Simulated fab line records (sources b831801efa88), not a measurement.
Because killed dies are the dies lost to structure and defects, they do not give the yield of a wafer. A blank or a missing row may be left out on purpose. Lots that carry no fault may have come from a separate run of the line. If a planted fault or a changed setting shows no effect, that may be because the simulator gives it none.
Chamber matching + flow gf180mcu + GF_POLY_GATE_ETCH_12 on rieDiel-02: 4 sister chambers
The step etches BARC in N2/H2. 4 wafers are shown with their chamber, then 7 later ones without.

== WAFERS, EACH WITH ITS CHAMBER ==
| wafer  | chamber | drypumpMotorCurrentA (A) |
|--------|---------|--------------------------|
| L805.1 | 0       | 4.8                      |
| L805.3 | 1       | 5.9                      |
| L806.2 | 2       | 5.3                      |
| L806.3 | 3       | 5.9                      |

== WAFERS WHOSE CHAMBER IS MISSING ==
| wafer  | drypumpMotorCurrentA (A) |
|--------|--------------------------|
| L806.6 | 5.9                      |
| L810.1 | 5.9                      |
| L810.2 | 4.8                      |
| L810.3 | 5.2                      |
| L812.1 | 5.2                      |
| L812.2 | 4.8                      |
| L812.4 | 5.9                      |

== EACH ONE'S CHAMBER ==
| wafer  | from the rows above     | in truth |
|--------|-------------------------|----------|
| L806.6 | can't be placed: 1 or 3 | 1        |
| L810.1 | can't be placed: 1 or 3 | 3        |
| L810.2 | 0                       | 0        |
| L810.3 | 2                       | 2        |
| L812.1 | 2                       | 2        |
| L812.2 | 0                       | 0        |
| L812.4 | can't be placed: 1 or 3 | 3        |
4 of 7 placed correctly. Can't be placed from these rows: 3 (the true chamber is among the candidates in 3). Number placed wrongly: 0.
How it was worked out, from the rows above alone: a wafer's distance from a chamber is the root of the sum, over the readings, of the square of ((its reading less the chamber's mean) divided by the reading's scatter). The wafer belongs to the nearest chamber; if the next one is less than 2 further off, it can't be placed. A chamber's mean is the mean of its shown wafers. The scatter: with one shown wafer a chamber, the root of the mean of the squares of how far each hidden wafer lies from its nearest shown one.
